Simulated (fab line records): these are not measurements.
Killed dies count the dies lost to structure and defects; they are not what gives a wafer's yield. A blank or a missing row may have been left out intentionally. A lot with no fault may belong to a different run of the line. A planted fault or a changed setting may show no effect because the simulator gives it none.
Chamber matching | flow gf180mcu | GF_V2_CMP_26 on cmp-02 has 4 sister chambers
The step polishes, stops on SiO2, t overpolish 15 s, target thk 0 nm. 7 wafers are shown with their chamber, then 7 later ones without.

== WAFERS PAIRED WITH THEIR CHAMBERS ==
wafer  | chamber | motor-current-A (A) | time-to-endpoint-s (s)
L490.1 | 3       | 14.2                | 78
L491.1 | 2       | 11.2                | 90
L494.1 | 3       | 14.2                | 79
L494.3 | 0       | 11.5                | 83
L494.6 | 1       | 11.2                | 81
L497.2 | 1       | 10.2                | 76
L497.3 | 0       | 11.0                | 73

== WAFERS WHOSE CHAMBER IS MISSING ==
wafer  | motor-current-A (A) | time-to-endpoint-s (s)
L497.4 | 11.7                | 80
L500.1 | 14.2                | 77
L500.3 | 12.0                | 82
L500.4 | 10.5                | 80
L501.1 | 13.8                | 81
L501.2 | 12.1                | 81
L501.6 | 11.9                | 82

== CHAMBER TAKEN BY EACH ==
wafer  | from the rows above          | in truth
L497.4 | can't be placed: 0 or 1 or 2 | 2
L500.1 | 3                            | 3
L500.3 | can't be placed: 0 or 2 or 1 | 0
L500.4 | can't be placed: 1 or 0      | 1
L501.1 | 3                            | 3
L501.2 | can't be placed: 0 or 2 or 1 | 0
L501.6 | can't be placed: 0 or 2 or 1 | 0
Correctly placed: 2 of 7. Not placeable from these rows: 5 (in 5, the candidates include the true chamber). Number placed wrongly: 0.
How it was worked out, from the rows above alone: a wafer's distance from a chamber is the root of the sum, over the readings, of the square of ((its reading less the chamber's mean) divided by the reading's scatter). The wafer belongs to the nearest chamber; if the next one is less than 2 further off, it can't be placed. A chamber's mean is the mean of its shown wafers. How the scatter is found: for the shown wafers, subtract from each reading the mean of its chamber, square and add these, divide the total by (wafers less chambers), then take the root.
